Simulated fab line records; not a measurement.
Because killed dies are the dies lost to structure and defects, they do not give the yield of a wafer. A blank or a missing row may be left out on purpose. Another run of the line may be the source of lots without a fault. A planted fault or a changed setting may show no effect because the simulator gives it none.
Chamber matching -- flow gf180mcu -- cmp-02 running GF_V1_CMP_26: 4 sister chambers
The step polishes, stops on SiO2, t overpolish 15 s, target thk 0 nm. 4 wafers are shown with their chamber, then 12 later ones without.

== WAFERS, EACH WITH ITS CHAMBER ==
wafer,chamber,motor current A (A)
L088.4,2,9.5
L090.2,3,9.9
L090.3,1,11.2
L090.4,0,11.4

== WAFERS WITHOUT THEIR CHAMBER ==
wafer,motor current A (A)
L091.3,9.5
L091.4,9.8
L091.5,9.2
L092.2,10.0
L092.3,10.2
L092.4,12.4
L095.4,9.2
L095.5,10.3
L095.6,9.4
L097.1,9.3
L097.4,11.9
L097.5,9.7

== THE CHAMBER EACH PASSED THROUGH ==
wafer,from the rows above,in truth
L091.3,can't be placed: 2 or 3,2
L091.4,can't be placed: 3 or 2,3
L091.5,can't be placed: 2 or 3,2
L092.2,can't be placed: 3 or 2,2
L092.3,can't be placed: 3 or 2 or 1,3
L092.4,can't be placed: 0 or 1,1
L095.4,can't be placed: 2 or 3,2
L095.5,can't be placed: 3 or 2 or 1 or 0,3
L095.6,can't be placed: 2 or 3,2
L097.1,can't be placed: 2 or 3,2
L097.4,can't be placed: 0 or 1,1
L097.5,can't be placed: 2 or 3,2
Placed correctly: 0 of 12. Can't be placed from these rows: 12 (the true chamber is among the candidates in 12). 0 placed wrongly.
How it was worked out, from the rows above alone: a wafer's distance from a chamber is the root of the sum, over the readings, of the square of ((its reading less the chamber's mean) divided by the reading's scatter). The wafer belongs to the nearest chamber; if the next one is less than 2 further off, it can't be placed. A chamber's mean is the mean of its shown wafers. The scatter: with one shown wafer a chamber, the root of the mean of the squares of how far each hidden wafer lies from its nearest shown one.
